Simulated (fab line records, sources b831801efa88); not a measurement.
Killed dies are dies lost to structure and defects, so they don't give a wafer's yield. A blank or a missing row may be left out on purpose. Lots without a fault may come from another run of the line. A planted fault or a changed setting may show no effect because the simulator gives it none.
Which tool did it? | flow sky130 | 11 lots, 33 wafers sampled, at 7 steps of a route of 708

WHAT THE GAUGES READ, wafer by wafer
SKY_POLY_CUT_OVL_MEAS_09.
lot  | measured     | on         | POLY_CUT_OVL (nm)
L278 | day 26 08:28 | overlay-01 | 9 11 3
L280 | day 26 19:05 | overlay-01 | -5 -2 -8
L279 | day 26 20:20 | overlay-02 | -8 -3 -4
L281 | day 26 23:59 | overlay-01 | 4 -6 -6
L283 | day 27 13:37 | overlay-01 | -5 0 -7
L285 | day 28 09:20 | overlay-02 | 1 -2 9
L284 | day 28 09:59 | overlay-01 | 5 -8 -6
L286 | day 28 13:43 | overlay-02 | 4 -5 -2
L287 | day 28 20:26 | overlay-02 | 2 3 1
L291 | day 30 04:46 | overlay-02 | -4 -1 -1
L297 | day 32 07:31 | overlay-02 | -8 1 -1

SKY_SD_P_TW_MEAS_11.
lot  | measured     | on            | SD_P_TW
L278 | day 27 13:26 | film_metro-01 | 2927 2918 2917
L280 | day 28 00:34 | film_metro-01 | 2923 2911 2925
L279 | day 28 01:47 | film_metro-01 | 2917 2916 2925
L281 | day 28 05:03 | film_metro-04 | 2829 2837 2820
L283 | day 28 19:12 | film_metro-02 | 3170 3158 3170
L285 | day 29 13:41 | film_metro-02 | 2843 2861 2847
L284 | day 29 14:13 | film_metro-04 | 2837 2841 2843
L286 | day 29 18:20 | film_metro-01 | 3191 3214 3194
L287 | day 30 01:26 | film_metro-01 | 3226 3238 3231
L291 | day 31 08:52 | film_metro-04 | 2818 2818 2834
L297 | day 33 11:07 | film_metro-02 | 2856 2848 2844

SKY_RES_XHIGH_TW_MEAS_09.
lot  | measured     | on            | RES_XHIGH_TW
L278 | day 28 18:08 | film_metro-02 | 1653 1659 1654
L280 | day 29 05:07 | film_metro-04 | 1651 1646 1643
L279 | day 29 06:21 | film_metro-02 | 1650 1650 1655
L281 | day 29 09:13 | film_metro-04 | 1653 1650 1647
L283 | day 29 22:28 | film_metro-01 | 1691 1691 1688
L285 | day 30 17:10 | film_metro-01 | 1706 1693 1686
L284 | day 30 18:30 | film_metro-04 | 1631 1634 1643
L286 | day 30 21:50 | film_metro-04 | 1640 1645 1629
L287 | day 31 04:57 | film_metro-04 | 1637 1644 1639
L291 | day 32 11:32 | film_metro-04 | 1629 1627 1630
L297 | day 34 14:02 | film_metro-02 | 1666 1648 1661

SKY_SD_N_RS_MEAS_17: measures by four-point-probe.
lot  | measured     | on            | SD_P_RS (ohm/sq)
L278 | day 29 22:46 | film_metro-02 | 147.3 147.4 147.4
L280 | day 30 09:50 | film_metro-04 | 146.9 147.0 146.6
L279 | day 30 11:35 | film_metro-04 | 147.1 147.5 147.2
L281 | day 30 14:59 | film_metro-02 | 147.2 147.1 146.6
L283 | day 31 02:49 | film_metro-04 | 137.9 138.2 137.7
L285 | day 31 21:48 | film_metro-01 | 147.1 147.3 147.8
L284 | day 31 22:26 | film_metro-01 | 147.3 146.9 147.0
L286 | day 32 01:50 | film_metro-04 | 137.8 137.7 138.2
L287 | day 32 09:40 | film_metro-02 | 137.9 138.3 138.1
L291 | day 33 14:49 | film_metro-04 | 146.7 146.8 147.0
L297 | day 35 17:03 | film_metro-04 | 147.0 147.2 147.1

SKY_SD_N_RS_MEAS_18: measures by four-point-probe.
lot  | measured     | on            | RES_XHIGH_RS (ohm/sq)
L278 | day 29 22:53 | film_metro-02 | 333.3 334.4 334.0
L280 | day 30 09:58 | film_metro-04 | 332.1 332.7 331.7
L279 | day 30 11:43 | film_metro-04 | 333.4 332.6 333.0
L281 | day 30 15:06 | film_metro-02 | 333.4 333.0 333.6
L283 | day 31 02:56 | film_metro-04 | 333.6 333.7 333.3
L285 | day 31 21:55 | film_metro-01 | 331.6 332.1 332.5
L284 | day 31 22:34 | film_metro-01 | 336.3 336.6 334.8
L286 | day 32 01:57 | film_metro-04 | 333.0 333.4 332.5
L287 | day 32 09:47 | film_metro-02 | 333.9 333.3 333.0
L291 | day 33 14:56 | film_metro-04 | 332.8 333.5 333.2
L297 | day 35 17:10 | film_metro-04 | 335.6 335.6 336.2

WHICH TOOL RAN EACH LOT (tool, then ch and the chambers of the sampled wafers, then the start)
lot  | SKY_SD_P_IMPLANT_09             | SKY_SD_P_STRIP_10
L278 | implanter-03 ch 0, day 27 13:13 | plasma_asher-04 ch 0,1, day 27 13:21
L280 | implanter-04 ch 0, day 28 00:19 | plasma_asher-04 ch 0,1, day 28 00:28
L279 | implanter-03 ch 0, day 28 01:33 | plasma_asher-04 ch 0,1, day 28 01:40
L281 | implanter-04 ch 0, day 28 04:48 | plasma_asher-03 ch 0,1, day 28 04:57
L283 | implanter-03 ch 0, day 28 18:40 | plasma_asher-02 ch 0,1, day 28 19:07
L285 | implanter-04 ch 0, day 29 13:26 | plasma_asher-02 ch 0,1, day 29 13:34
L284 | implanter-04 ch 0, day 29 13:58 | plasma_asher-02 ch 0,1, day 29 14:06
L286 | implanter-03 ch 0, day 29 17:46 | plasma_asher-03 ch 0,1, day 29 18:14
L287 | implanter-04 ch 0, day 30 00:52 | plasma_asher-03 ch 1, day 30 01:19
L291 | implanter-04 ch 0, day 31 08:37 | plasma_asher-02 ch 0,1, day 31 08:46
L297 | implanter-04 ch 0, day 33 10:52 | plasma_asher-03 ch 0,1, day 33 11:01
- SKY_SD_P_IMPLANT_09
- SKY_SD_P_STRIP_10: strips in O2/N2.

WHAT THE TOOLS THEMSELVES READ (means of the sampled wafers that have a number; where no wafer has one, the mark that the record gives instead)
SKY_SD_P_STRIP_10.
lot  | tool            | drypump_motor_current_A (A) | oes_product_au (a.u.) | strip_time_to_endpoint_s (s)
L278 | plasma_asher-04 | 5.7                         | 0.620                 | 17.51
L280 | plasma_asher-04 | 5.4                         | 0.616                 | 17.55
L279 | plasma_asher-04 | 5.7                         | 0.614                 | 17.49
L281 | plasma_asher-03 | 5.3                         | 0.621                 | 17.53
L283 | plasma_asher-02 | 5.8                         | 0.588                 | 18.97
L285 | plasma_asher-02 | 5.8                         | 0.621                 | 17.49
L284 | plasma_asher-02 | 5.8                         | 0.617                 | 17.50
L286 | plasma_asher-03 | 5.3                         | 0.594                 | 18.95
L287 | plasma_asher-03 | 5.3                         | 0.588                 | 18.91
L291 | plasma_asher-02 | 5.8                         | 0.616                 | 17.48
L297 | plasma_asher-03 | 5.3                         | 0.616                 | 17.48

THE ANSWER, worked out from the rows above alone
Rule: what is usual is taken from the lots themselves. Put in order of their means at a reading, lots are off if they are a third of the lots or fewer, leave a main group of 4 or more, and stand apart from it by a gap of 3 or more times the standard deviation of the main group's means; of several such gaps the widest counts. A main group whose means are all the same, to the digits that the tables above print for the reading, isn't used. A lot without any number at a reading at which 4 lots or more have one is off too. The other lots that the step has rows for count as sound. The gauges are gone through in route order, then the tools' own readings, and for those a lot's mean is taken as printed above. The first step at which some lot is off is used, and at that step the reading that is off furthest; a lot without a number counts as furthest.
Off: L283, L286, L287, at SKY_SD_P_TW_MEAS_11 (SD_P_TW). The main group: mean 2869, standard deviation 40.
A tool fits if, at a process step before that reading, it ran every lot that is off, and no sound lot after the first of them. The gauges at SKY_SD_P_TW_MEAS_11 aren't tried: what is off there is off at SKY_SD_P_STRIP_10 too, on other tools, and a gauge's error can't cause that. None of those tried fits.

WHAT THE SIMULATOR HAD PUT IN
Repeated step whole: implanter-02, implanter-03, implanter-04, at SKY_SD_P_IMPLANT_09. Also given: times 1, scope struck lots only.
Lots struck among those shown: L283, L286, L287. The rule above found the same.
